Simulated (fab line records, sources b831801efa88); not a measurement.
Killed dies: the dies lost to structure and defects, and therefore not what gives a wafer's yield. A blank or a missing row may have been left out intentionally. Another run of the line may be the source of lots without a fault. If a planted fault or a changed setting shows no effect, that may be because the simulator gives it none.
fab line records | flow sky130
record: lots: 13 | wafers: 39 | last_day: 50
route steps=708 shown PWDE@52 NWELL@66 LI_CONTACT@374 LOCAL_INTERCONNECT@399
lots untouched by any fault: they come from a run of this same line in which no faults occurred
start_h: hours from the record's opening day to when the first of the lot's shown wafers began | wait_h: hours elapsed since this lot's preceding step | " unchanged from the row above | L1.1+2: a single row standing in for several wafers | - no value present, or no start provided | * or withheld: withheld | < > ~ a bound
route shown NAME@n: a module of which the file shows steps, and the number in the route of the first | usual: mean/standard deviation of fault-free wafers | same: alike in all rows | chamber/n: place in a boat | sites: readings site by site | _std_site: standard deviation across them | _edge_site: outer sites' mean less inner sites' | radius_mm: how far each site lies from the wafer's centre | mask NAME#n: copy n | behind: the most recent tool/chamber to have shaped the wafer | hold: the reason the lot was held/the length of the hold in hours/how it ended | device: names the non-switching transistor (n, p or np) | end of line: tests run on the same wafers once the route is complete | a step with no rows: only its recipe | killed: the dies lost at the first sort to structure and to defects; this is not the yield of the wafer | map: shows each die of a wafer: x if killed, . if not, _ if none is there
set.NAME: setting as actually run; set.NAME@STEP: the setting as run at that earlier step | model.NAME: the simulator's own value behind a step, which no gauge read
route steps across a sampled set of lots; one table per step, one row per wafer
services: a tool's chamber out of use, with start hour (start_h, from the record's first day; less than 0 if before it), hours out, and reason
== steps ==
step: SKY_PWDE_OVL_MEAS_07
usual: PWDE_OVL: 0.9/1.4
lot.wafer | tool       | chamber | start_h | wait_h | PWDE_OVL[nm]
L554.3    | overlay-01 | -       | 71.36   | -      | -0.5
L554.5    | "          | -       | "       | "      | 1.0
L554.6    | "          | -       | "       | "      | 0.5
L557.1    | overlay-01 | -       | 84.39   | -      | -0.3
L557.4    | "          | -       | "       | "      | 1.5
L557.6    | "          | -       | "       | "      | 1.2
L558.2    | overlay-01 | -       | 86.94   | -      | 2.5
L558.5    | "          | -       | "       | "      | 0.6
L558.6    | "          | -       | "       | "      | 1.6
L559.1    | overlay-02 | -       | 95.99   | -      | 0.5
L559.3    | "          | -       | "       | "      | 1.7
L559.6    | "          | -       | "       | "      | 0.2
L560.2    | overlay-01 | -       | 101.59  | -      | 1.2
L560.4    | "          | -       | "       | "      | 1.4
L560.6    | "          | -       | "       | "      | 0.2
L561.1    | overlay-02 | -       | 106.84  | -      | 0.6
L561.4    | "          | -       | "       | "      | -0.9
L561.5    | "          | -       | "       | "      | -0.1
L562.2    | overlay-01 | -       | 111.80  | -      | 1.7
L562.3    | "          | -       | "       | "      | 1.6
L562.6    | "          | -       | "       | "      | 1.7
L563.1    | overlay-02 | -       | 118.74  | -      | 0.2
L563.5    | "          | -       | "       | "      | 0.8
L563.6    | "          | -       | "       | "      | 0.7
L564.1    | overlay-02 | -       | 127.94  | -      | -0.2
L564.3    | "          | -       | "       | "      | 0.4
L564.5    | "          | -       | "       | "      | 1.3
L565.1    | overlay-02 | -       | 129.24  | -      | 0.6
L565.2    | "          | -       | "       | "      | 3.0
L565.3    | "          | -       | "       | "      | 1.8
L575.1    | overlay-02 | -       | 185.20  | -      | 2.2
L575.4    | "          | -       | "       | "      | 2.7
L575.6    | "          | -       | "       | "      | 1.4
L576.3    | overlay-02 | -       | 192.51  | -      | 0.0
L576.4    | "          | -       | "       | "      | -0.2
L576.5    | "          | -       | "       | "      | 2.2
L577.1    | overlay-01 | -       | 196.89  | -      | -2.3
L577.3    | "          | -       | "       | "      | -1.0
L577.5    | "          | -       | "       | "      | 0.1
step: SKY_NWELL_IMPLANT_13
recipe: species: P | energy_kev: 50 | dose_cm2: 7e+11 | tilt_deg: withheld
usual: dose_ions_cm2: 6.999e+11/6.8e+08 | faraday_current_uA: 3.94/0.081
lot.wafer | tool         | chamber | start_h | wait_h | dose_ions_cm2 | faraday_current_uA
L554.3    | implanter-01 | 0       | 88.93   | 0.1    | 6.989e+11     | 3.81
L554.5    | "            | 0       | "       | "      | 7.001e+11     | 3.85
L554.6    | "            | 0       | "       | "      | 6.991e+11     | 3.96
L557.1    | implanter-02 | 0       | 101.57  | 0.1    | 6.989e+11     | 4.12
L557.4    | "            | 0       | "       | "      | 6.992e+11     | 3.86
L557.6    | "            | 0       | "       | "      | 7.01e+11      | 3.97
L558.2    | implanter-01 | 0       | 104.65  | 0.1    | 7.014e+11     | 3.83
L558.5    | "            | 0       | "       | "      | 7.008e+11     | 4.02
L558.6    | "            | 0       | "       | "      | 6.994e+11     | 3.95
L559.1    | implanter-02 | 0       | 114.31  | 0.1    | 6.999e+11     | 4.01
L559.3    | "            | 0       | "       | "      | 7.012e+11     | 4.00
L559.6    | "            | 0       | "       | "      | 7.008e+11     | 3.86
L560.2    | implanter-02 | 0       | 120.83  | 0.1    | 7.001e+11     | 3.93
L560.4    | "            | 0       | "       | "      | 7.007e+11     | 3.82
L560.6    | "            | 0       | "       | "      | 7.003e+11     | 4.00
L561.1    | implanter-02 | 0       | 125.67  | 0.1    | 6.995e+11     | 3.90
L561.4    | "            | 0       | "       | "      | 6.996e+11     | 3.93
L561.5    | "            | 0       | "       | "      | 6.998e+11     | 3.93
L562.2    | implanter-02 | 0       | 130.93  | 0.1    | 4.303e+11     | 2.40
L562.3    | "            | 0       | "       | "      | 4.285e+11     | 2.43
L562.6    | "            | 0       | "       | "      | 4.287e+11     | 2.43
L563.1    | implanter-04 | 0       | 138.52  | 0.1    | 6.995e+11     | 3.80
L563.5    | "            | 0       | "       | "      | 7.008e+11     | 4.04
L563.6    | "            | 0       | "       | "      | 7.005e+11     | 3.98
L564.1    | implanter-02 | 0       | 147.97  | 0.1    | 4.274e+11     | 2.48
L564.3    | "            | 0       | "       | "      | 4.283e+11     | 2.34
L564.5    | "            | 0       | "       | "      | 4.289e+11     | 2.45
L565.1    | implanter-04 | 0       | 148.52  | 0.1    | 7.002e+11     | 4.01
L565.2    | "            | 0       | "       | "      | 7.002e+11     | 3.80
L565.3    | "            | 0       | "       | "      | 7.002e+11     | 4.02
L575.1    | implanter-02 | 0       | 208.66  | 0.1    | 7e+11         | 3.89
L575.4    | "            | 0       | "       | "      | 6.996e+11     | 3.91
L575.6    | "            | 0       | "       | "      | 7.001e+11     | 3.92
L576.3    | implanter-02 | 0       | 214.84  | 0.1    | 6.999e+11     | 3.81
L576.4    | "            | 0       | "       | "      | 6.99e+11      | 3.91
L576.5    | "            | 0       | "       | "      | 6.99e+11      | 3.88
L577.1    | implanter-04 | 0       | 219.53  | 0.1    | 6.991e+11     | 3.99
L577.3    | "            | 0       | "       | "      | 7.002e+11     | 3.86
L577.5    | "            | 0       | "       | "      | 6.987e+11     | 3.83
step: SKY_NWELL_RS_MEAS_29
recipe: thk_meas_gauge: four-point-probe
usual: NWELL_RS: 624.8/1.7
lot.wafer | tool          | chamber | start_h | wait_h | NWELL_RS[ohm/sq]
L554.3    | film_metro-03 | -       | 106.96  | 0.1    | 623.8
L554.5    | "             | -       | "       | "      | 624.2
L554.6    | "             | -       | "       | "      | 625.5
L557.1    | film_metro-04 | -       | 120.54  | 0.1    | 622.5
L557.4    | "             | -       | "       | "      | 624.9
L557.6    | "             | -       | "       | "      | 626.1
L558.2    | film_metro-04 | -       | 123.16  | 0.1    | 626.6
L558.5    | "             | -       | "       | "      | 627.7
L558.6    | "             | -       | "       | "      | 627.0
L559.1    | film_metro-03 | -       | 134.22  | 0.1    | 624.0
L559.3    | "             | -       | "       | "      | 624.9
L559.6    | "             | -       | "       | "      | 626.2
L560.2    | film_metro-04 | -       | 139.70  | 0.1    | 623.6
L560.4    | "             | -       | "       | "      | 624.7
L560.6    | "             | -       | "       | "      | 623.8
L561.1    | film_metro-02 | -       | 145.74  | 0.1    | 624.2
L561.4    | "             | -       | "       | "      | 625.0
L561.5    | "             | -       | "       | "      | 625.6
L562.2    | film_metro-02 | -       | 150.50  | 0.1    | 633.7
L562.3    | "             | -       | "       | "      | 633.1
L562.6    | "             | -       | "       | "      | 634.8
L563.1    | film_metro-02 | -       | 158.74  | 0.1    | 627.4
L563.5    | "             | -       | "       | "      | 626.7
L563.6    | "             | -       | "       | "      | 626.3
L564.1    | film_metro-02 | -       | 168.39  | 0.1    | 630.9
L564.3    | "             | -       | "       | "      | 631.5
L564.5    | "             | -       | "       | "      | 630.8
L565.1    | film_metro-02 | -       | 169.23  | 0.1    | 623.9
L565.2    | "             | -       | "       | "      | 624.4
L565.3    | "             | -       | "       | "      | 624.3
L575.1    | film_metro-02 | -       | 231.57  | 0.1    | 623.1
L575.4    | "             | -       | "       | "      | 624.0
L575.6    | "             | -       | "       | "      | 623.7
L576.3    | film_metro-03 | -       | 238.33  | 0.1    | 627.4
L576.4    | "             | -       | "       | "      | 626.6
L576.5    | "             | -       | "       | "      | 627.4
L577.1    | film_metro-03 | -       | 243.59  | 0.1    | 625.3
L577.3    | "             | -       | "       | "      | 624.0
L577.5    | "             | -       | "       | "      | 623.7
step: SKY_LI_CONTACT_CD_MEAS_12
recipe: target_cd_nm: 170
usual: cd_nm: 170.0/1.3
lot.wafer | tool      | chamber | start_h | wait_h | cd_nm
L554.3    | cd_sem-02 | -       | 675.93  | -      | 171.0
L554.5    | "         | -       | "       | "      | 170.9
L554.6    | "         | -       | "       | "      | 170.3
L557.1    | cd_sem-01 | -       | 696.64  | -      | 168.8
L557.4    | "         | -       | "       | "      | 168.6
L557.6    | "         | -       | "       | "      | 169.1
L558.2    | cd_sem-02 | -       | 711.44  | -      | 172.4
L558.5    | "         | -       | "       | "      | 171.3
L558.6    | "         | -       | "       | "      | 171.9
L559.1    | cd_sem-02 | -       | 714.74  | -      | 172.0
L559.3    | "         | -       | "       | "      | 172.1
L559.6    | "         | -       | "       | "      | 171.8
L560.2    | cd_sem-01 | -       | 730.16  | -      | 169.3
L560.4    | "         | -       | "       | "      | 168.9
L560.6    | "         | -       | "       | "      | 170.6
L561.1    | cd_sem-02 | -       | 733.29  | -      | 170.0
L561.4    | "         | -       | "       | "      | 170.5
L561.5    | "         | -       | "       | "      | 169.7
L562.2    | cd_sem-01 | -       | 739.95  | -      | 169.2
L562.3    | "         | -       | "       | "      | 169.6
L562.6    | "         | -       | "       | "      | 169.6
L563.1    | cd_sem-02 | -       | 754.57  | -      | 171.7
L563.5    | "         | -       | "       | "      | 170.1
L563.6    | "         | -       | "       | "      | 171.3
L564.1    | cd_sem-01 | -       | 763.37  | -      | 171.2
L564.3    | "         | -       | "       | "      | 169.4
L564.5    | "         | -       | "       | "      | 169.2
L565.1    | cd_sem-02 | -       | 765.22  | -      | 171.3
L565.2    | "         | -       | "       | "      | 170.5
L565.3    | "         | -       | "       | "      | 170.6
L575.1    | cd_sem-01 | -       | 840.84  | -      | 168.3
L575.4    | "         | -       | "       | "      | 168.0
L575.6    | "         | -       | "       | "      | 168.2
L576.3    | cd_sem-02 | -       | 847.18  | -      | 170.2
L576.4    | "         | -       | "       | "      | 170.2
L576.5    | "         | -       | "       | "      | 170.4
L577.1    | cd_sem-01 | -       | 852.94  | -      | 169.3
L577.3    | "         | -       | "       | "      | 169.6
L577.5    | "         | -       | "       | "      | 168.1
step: SKY_LOCAL_INTERCONNECT_OVL_MEAS_12
usual: LOCAL_INTERCONNECT_OVL: -1/6.6
lot.wafer | tool       | chamber | start_h | wait_h | LOCAL_INTERCONNECT_OVL[nm]
L554.3    | overlay-02 | -       | 704.78  | 0.1    | -3
L554.5    | "          | -       | "       | "      | -3
L554.6    | "          | -       | "       | "      | -11
L557.1    | overlay-01 | -       | 725.89  | 0.1    | -2
L557.4    | "          | -       | "       | "      | 2
L557.6    | "          | -       | "       | "      | 7
L558.2    | overlay-02 | -       | 740.18  | 0.1    | -5
L558.5    | "          | -       | "       | "      | -1
L558.6    | "          | -       | "       | "      | -1
L559.1    | overlay-02 | -       | 743.66  | 0.1    | -12
L559.3    | "          | -       | "       | "      | -8
L559.6    | "          | -       | "       | "      | 1
L560.2    | overlay-01 | -       | 758.71  | 0.1    | 5
L560.4    | "          | -       | "       | "      | 6
L560.6    | "          | -       | "       | "      | 17
L561.1    | overlay-02 | -       | 761.41  | 0.1    | 0
L561.4    | "          | -       | "       | "      | -4
L561.5    | "          | -       | "       | "      | 4
L562.2    | overlay-01 | -       | 768.50  | 0.1    | 6
L562.3    | "          | -       | "       | "      | 5
L562.6    | "          | -       | "       | "      | 7
L563.1    | overlay-01 | -       | 783.26  | 0.1    | -1
L563.5    | "          | -       | "       | "      | 11
L563.6    | "          | -       | "       | "      | 3
L564.1    | overlay-02 | -       | 792.01  | 0.1    | -4
L564.3    | "          | -       | "       | "      | -2
L564.5    | "          | -       | "       | "      | -3
L565.1    | overlay-02 | -       | 793.54  | 0.1    | 2
L565.2    | "          | -       | "       | "      | 7
L565.3    | "          | -       | "       | "      | -2
L575.1    | overlay-01 | -       | 867.84  | 0.1    | 7
L575.4    | "          | -       | "       | "      | -3
L575.6    | "          | -       | "       | "      | 5
L576.3    | overlay-02 | -       | 874.00  | 0.1    | -14
L576.4    | "          | -       | "       | "      | -7
L576.5    | "          | -       | "       | "      | -15
L577.1    | overlay-02 | -       | 881.01  | 0.1    | -13
L577.3    | "          | -       | "       | "      | -20
L577.5    | "          | -       | "       | "      | -11
== services ==
tool         | chamber | start_h | hours | kind
implanter-04 | -       | 109.16  | 4.5   | pm
implanter-01 | -       | 126.24  | 103.9 | pm
implanter-02 | -       | 149.04  | 1.9   | repair
implanter-02 | -       | 155.78  | 9.3   | repair
implanter-04 | -       | 184.97  | 1.8   | pm
== key ==
first_sign: step: SKY_NWELL_IMPLANT_13 | reading: dose_ions_cm2 | direction: down | sigmas: 99+ | usual: * | struck: *
effect: step: SKY_NWELL_IMPLANT_13 | reading: faraday_current_uA | direction: down | sigmas: 19 | usual: 3.94 | struck: 2.42
effect: step: SKY_NWELL_RS_MEAS_29 | reading: NWELL_RS | direction: up | sigmas: 4.5 | usual: 624.8 | struck: 632.5
met_at SKY_NWELL_IMPLANT_13
struck_lots L562,L564
tester_left_out L562,L564
not_acting_at SKY_PWDE_OVL_MEAS_07,SKY_LI_CONTACT_CD_MEAS_12,SKY_LOCAL_INTERCONNECT_OVL_MEAS_12
onset_between 125.67 130.93
fault: kind: process_parameter_drift | tool: implanter-02 | chamber: - | onset_h: 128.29 | steps: SKY_NWELL_IMPLANT_13 | channel: dose_cm2 | offset: * | shape: step | end_h: 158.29 | acts_in: * | stated: *
tester_left_out: of these lots the tester's yield and bins aren't shown, on N5 and GAA mostly nor the transistor test; their killed dies are dies lost to structure and defects alone, not to doping, threshold or leakage, so they don't give the yield
